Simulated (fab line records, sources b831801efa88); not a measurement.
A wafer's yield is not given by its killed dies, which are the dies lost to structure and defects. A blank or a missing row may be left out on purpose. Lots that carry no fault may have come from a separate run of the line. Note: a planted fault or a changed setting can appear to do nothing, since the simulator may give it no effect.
Chamber matching -- flow sfq-line -- cmp-02 running SFQ_TRILAYER_I2_CMP_CMP_064: 4 sister chambers
The step polishes SiO2. 7 wafers are shown with their chamber, then 7 later ones without.

== WAFERS PAIRED WITH THEIR CHAMBERS ==
wafer,chamber,motor-current-A (A),time-to-endpoint-s (s)
L464.4,2,10.3,229
L464.6,0,9.9,230
L466.3,1,10.3,223
L466.5,3,8.5,229
L466.6,2,10.1,227
L469.1,1,10.9,217
L469.2,3,9.1,219

== WAFERS WITH NO CHAMBER GIVEN ==
wafer,motor-current-A (A),time-to-endpoint-s (s)
L469.4,10.9,231
L470.2,10.0,210
L470.3,9.7,203
L470.6,10.1,215
L474.1,9.5,212
L474.2,8.6,209
L474.4,9.6,214

== CHAMBER TAKEN BY EACH ==
wafer,from the rows above,in truth
L469.4,can't be placed: 2 or 1 or 0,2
L470.2,can't be placed: 1 or 2 or 0 or 3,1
L470.3,can't be placed: 1 or 3 or 2 or 0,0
L470.6,can't be placed: 1 or 2 or 0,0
L474.1,can't be placed: 3 or 1 or 2 or 0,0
L474.2,3,3
L474.4,can't be placed: 3 or 1 or 2 or 0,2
1 of 7 placed correctly. Cannot be placed on the basis of these rows: 6; the candidates contain the true chamber in 6. Placed wrongly: 0.
How it was worked out, from the rows above alone: a wafer's distance from a chamber is the root of the sum, over the readings, of the square of ((its reading less the chamber's mean) divided by the reading's scatter). The wafer belongs to the nearest chamber; if the next one is less than 2 further off, it can't be placed. Each chamber's mean is taken over the wafers shown for it. The scatter: take each reading less its chamber's mean, square it, sum over the shown wafers, divide by the number of wafers less the number of chambers, and take the root.
